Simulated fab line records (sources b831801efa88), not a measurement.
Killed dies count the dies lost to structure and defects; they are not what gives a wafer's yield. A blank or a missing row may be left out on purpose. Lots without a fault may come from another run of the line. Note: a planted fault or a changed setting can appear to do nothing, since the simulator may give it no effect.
Which tool was responsible? + flow sky130 + 10 lots with 30 wafers sampled at 3 steps, on a route of 708 steps

## WHAT THE GAUGES READ, wafer by wafer
SKY_VIA1_RS_MEAS_22: the measuring method here is four-point-probe.
| lot  | measured     | on           | VIA1_W_RS (ohm/sq) |
|------|--------------|--------------|--------------------|
| L111 | day 34 07:53 | filmMetro-02 | 0.426 0.428 0.432  |
| L115 | day 35 13:57 | filmMetro-03 | 0.429 0.425 0.424  |
| L116 | day 35 16:11 | filmMetro-02 | 0.424 0.424 0.429  |
| L117 | day 36 02:17 | filmMetro-01 | 0.424 0.432 0.427  |
| L118 | day 36 20:37 | filmMetro-03 | 0.428 0.436 0.433  |
| L119 | day 36 20:40 | filmMetro-01 | 0.429 0.424 0.430  |
| L123 | day 38 04:22 | filmMetro-03 | 0.385 0.382 0.387  |
| L125 | day 38 15:26 | filmMetro-01 | 0.381 0.376 0.385  |
| L131 | day 40 08:34 | filmMetro-01 | 0.423 0.426 0.429  |
| L132 | day 41 01:32 | filmMetro-03 | 0.424 0.427 0.428  |

## WHICH TOOL RAN EACH LOT (tool, then ch and the chambers of the sampled wafers, then the start)
| lot  | SKY_CONTACT_CMP_27            | SKY_VIA1_CVD_21              |
|------|-------------------------------|------------------------------|
| L111 | cmp-02 ch 0,1, day 31 23:20   | cvdW-02 ch 0,1, day 34 07:47 |
| L115 | cmp-01 ch 0,3, day 33 07:34   | cvdW-02 ch 0,1, day 35 13:49 |
| L116 | cmp-01 ch 1,2, day 33 10:01   | cvdW-01 ch 0,1, day 35 16:05 |
| L117 | cmp-01 ch 0,1,2, day 33 19:14 | cvdW-02 ch 0,1, day 36 02:11 |
| L118 | cmp-02 ch 0,3, day 34 13:57   | cvdW-01 ch 0,1, day 36 20:31 |
| L119 | cmp-02 ch 0,1,2, day 34 14:25 | cvdW-02 ch 0,1, day 36 20:35 |
| L123 | cmp-02 ch 0,1,3, day 35 20:49 | cvdW-02 ch 0,1, day 38 04:16 |
| L125 | cmp-01 ch 0,1,3, day 36 09:59 | cvdW-02 ch 0,1, day 38 15:20 |
| L131 | cmp-02 ch 1,2,3, day 38 04:09 | cvdW-01 ch 0,1, day 40 08:28 |
| L132 | cmp-01 ch 0,2,3, day 38 21:46 | cvdW-01 ch 0,1, day 41 01:26 |
- SKY_CONTACT_CMP_27: polishes, stops on SiO2, t overpolish 15 s, target thk 0 nm.
- SKY_VIA1_CVD_21: deposits W, target thk 270 nm, time 80.902 s.

## THE ANSWER, worked out from the rows above alone
Rule: what is usual is taken from the lots themselves. Put in order of their means at a reading, lots are off if they are a third of the lots or fewer, leave a main group of 4 or more, and stand apart from it by a gap of 3 or more times the standard deviation of the main group's means; of several such gaps the widest counts. A main group is skipped when, at the precision printed for the reading in the tables above, its means are all equal. A lot without any number at a reading at which 4 lots or more have one is off too. All remaining lots with rows at the step are treated as sound.
Off: L123, L125, at SKY_VIA1_RS_MEAS_22 (VIA1_W_RS). The main group has a mean of 0.428 ohm/sq with a standard deviation of 0.0021.
If a tool, at a process step before that reading, ran all the lots that are off and no sound lot after the first of them, it fits. The gauges at SKY_VIA1_RS_MEAS_22 are tried like those tools. One fits: SKY_VIA1_CVD_21 on cvdW-02. Its last sound lot is L119 (day 36 20:35), its first lot that is off L123 (day 38 04:16): a fault that began between those two fits.

## WHAT THE SIMULATOR HAD INSERTED
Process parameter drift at SKY_VIA1_CVD_21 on cvdW-02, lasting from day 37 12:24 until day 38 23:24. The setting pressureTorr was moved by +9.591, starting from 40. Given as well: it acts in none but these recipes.
Shown lots that were struck: L123, L125. The rule given above showed the same thing.
